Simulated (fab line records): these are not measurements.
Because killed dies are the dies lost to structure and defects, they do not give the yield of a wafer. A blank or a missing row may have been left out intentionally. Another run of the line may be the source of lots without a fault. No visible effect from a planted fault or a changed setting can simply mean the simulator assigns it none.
Which tool was responsible? + flow gf180mcu + Sampling: 13 lots, 39 wafers, 4 of 602 route steps

== WHAT EACH GAUGE READ, for each wafer ==
GF_STI_THK_MEAS_04.
| lot  | measured    | on            | STI_CVD_03_THK (nm) |
|------|-------------|---------------|---------------------|
| L306 | day 1 14:45 | film_metro-02 | 208.4 206.9 207.7   |
| L309 | day 2 04:38 | film_metro-02 | 209.8 208.1 206.3   |
| L310 | day 2 10:22 | film_metro-03 | 204.1 204.5 203.7   |
| L311 | day 2 14:56 | film_metro-04 | 208.6 209.4 209.1   |
| L313 | day 3 00:34 | film_metro-02 | 204.9 207.1 205.3   |
| L315 | day 3 12:26 | film_metro-03 | 207.5 207.7 206.1   |
| L316 | day 3 16:34 | film_metro-02 | 202.9 202.3 203.8   |
| L318 | day 4 01:35 | film_metro-02 | 206.1 205.7 205.1   |
| L320 | day 4 11:34 | film_metro-03 | 209.9 210.3 211.7   |
| L322 | day 4 21:58 | film_metro-03 | 204.4 204.5 206.4   |
| L327 | day 5 22:34 | film_metro-04 | 210.2 209.7 209.7   |
| L328 | day 6 04:22 | film_metro-02 | 205.3 205.5 206.7   |
| L329 | day 6 08:35 | film_metro-03 | 206.8 205.7 205.8   |

GF_NWELL_OVL_MEAS_07.
| lot  | measured    | on         | NWELL_OVL (nm)     |
|------|-------------|------------|--------------------|
| L306 | day 3 07:52 | overlay-01 | -0.7 1.0 1.5       |
| L309 | day 4 00:10 | overlay-02 | 0.9 -1.5 0.5       |
| L310 | day 4 04:50 | overlay-01 | 2.1 2.0 1.6        |
| L311 | day 4 12:23 | overlay-01 | 1.9 0.6 1.1        |
| L313 | day 4 19:55 | overlay-02 | -0.3 1.8 1.4       |
| L315 | day 5 12:01 | overlay-02 | 1.8 -0.5 -1.3      |
| L316 | day 5 14:02 | overlay-01 | -0.3 0.5 -1.2      |
| L318 | day 6 02:34 | overlay-01 | -0.5 -0.3 -0.1     |
| L320 | day 6 09:22 | overlay-01 | -0.5 -0.5 0.7      |
| L322 | day 6 23:20 | overlay-02 | 1.0 4.2 -0.2       |
| L327 | day 8 01:31 | overlay-02 | -100.0 -98.3 -98.8 |
| L328 | day 8 08:25 | overlay-01 | -98.6 -99.0 -101.9 |
| L329 | day 8 12:08 | overlay-02 | 2.2 0.8 1.8        |

GF_MVPSD_OVL_MEAS_07.
| lot  | measured     | on         | MVPSD_OVL (nm) |
|------|--------------|------------|----------------|
| L306 | day 5 01:42  | overlay-02 | 0.5 -0.3 0.2   |
| L309 | day 5 19:04  | overlay-01 | 1.9 -0.6 1.4   |
| L310 | day 5 23:15  | overlay-01 | -0.5 1.4 -0.3  |
| L311 | day 6 07:22  | overlay-02 | 0.9 2.9 0.0    |
| L313 | day 6 16:48  | overlay-02 | -1.3 -1.0 -3.7 |
| L315 | day 7 10:07  | overlay-01 | -1.6 -3.0 -2.0 |
| L316 | day 7 13:33  | overlay-02 | -2.3 0.2 1.7   |
| L318 | day 8 02:37  | overlay-01 | -2.3 -2.3 -0.8 |
| L320 | day 8 08:45  | overlay-02 | -0.8 -0.1 1.3  |
| L322 | day 9 00:44  | overlay-01 | -0.2 2.8 0.2   |
| L327 | day 10 05:32 | overlay-02 | -0.3 1.0 -2.1  |
| L328 | day 10 11:55 | overlay-02 | -1.3 -3.2 -1.8 |
| L329 | day 10 17:40 | overlay-02 | -1.1 -1.8 -2.4 |

== TOOL THAT RAN EACH LOT (tool first, then ch and the chambers of the sampled wafers, then the start) ==
| lot  | GF_NWELL_EXPOSE_04                 |
|------|------------------------------------|
| L306 | iline_stepper-01 ch 0, day 3 01:22 |
| L309 | iline_stepper-02 ch 0, day 3 17:16 |
| L310 | iline_stepper-01 ch 0, day 3 22:31 |
| L311 | iline_stepper-01 ch 0, day 4 05:38 |
| L313 | iline_stepper-01 ch 0, day 4 13:54 |
| L315 | iline_stepper-02 ch 0, day 5 05:14 |
| L316 | iline_stepper-02 ch 0, day 5 07:22 |
| L318 | iline_stepper-01 ch 0, day 5 19:04 |
| L320 | iline_stepper-01 ch 0, day 6 02:13 |
| L322 | iline_stepper-01 ch 0, day 6 15:52 |
| L327 | iline_stepper-02 ch 0, day 7 17:13 |
| L328 | iline_stepper-02 ch 0, day 8 00:50 |
| L329 | iline_stepper-01 ch 0, day 8 04:12 |
- GF_NWELL_EXPOSE_04: exposes mask Nwell, target cd 860 nm.

== AS READ BY THE TOOLS THEMSELVES (means over the sampled wafers that have a number; for cases with no such wafer, the mark the record gives instead) ==
GF_NWELL_EXPOSE_04.
| lot  | tool             | stage_vel_mm_s (mm/s) |
|------|------------------|-----------------------|
| L306 | iline_stepper-01 | 500.37                |
| L309 | iline_stepper-02 | 500.04                |
| L310 | iline_stepper-01 | 499.98                |
| L311 | iline_stepper-01 | 500.13                |
| L313 | iline_stepper-01 | 500.15                |
| L315 | iline_stepper-02 | 500.00                |
| L316 | iline_stepper-02 | 500.53                |
| L318 | iline_stepper-01 | 499.85                |
| L320 | iline_stepper-01 | 500.31                |
| L322 | iline_stepper-01 | 500.38                |
| L327 | iline_stepper-02 | 499.78                |
| L328 | iline_stepper-02 | 500.19                |
| L329 | iline_stepper-01 | 499.80                |

== THE ANSWER, worked out from the rows above alone ==
Rule: what is usual is taken from the lots themselves. The widest of any qualifying gaps counts: lots, ordered by their means at a reading, are off when they make up no more than a third of the lots, leave a main group of 4 or more, and stand apart from it by 3 or more times the standard deviation of that group's means. The tables above print the reading to a certain number of digits; a main group whose means all agree to those digits is not used. Also off: a lot with no number at a reading for which 4 or more lots have one. The other lots that the step has rows for count as sound. After the gauges, taken in route order, come the tools' own readings; for these a lot's mean is taken, as printed above. At the first step where some lot is off, the reading lying furthest off is the one used; lots without a number count as furthest.
Off: L327, L328, seen at GF_NWELL_OVL_MEAS_07 (NWELL_OVL). The main group has a mean of 0.7 nm with a standard deviation of 0.81.
A tool fits if, at a process step before that reading, it ran every lot that is off, and no sound lot after the first of them. The gauges at GF_NWELL_OVL_MEAS_07 are tried like those tools. One fits: iline_stepper-02 at GF_NWELL_EXPOSE_04. Its last sound lot is L316 (day 5 07:22), its first lot that is off L327 (day 7 17:13): a fault that began between those two fits.

== WHAT THE SIMULATOR HAD PUT IN ==
Scanner matching overlay: iline_stepper-02, from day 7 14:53 on, at GF_NWELL_EXPOSE_04. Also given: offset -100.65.
Lots struck among those shown: L327, L328. The rule above found the same.
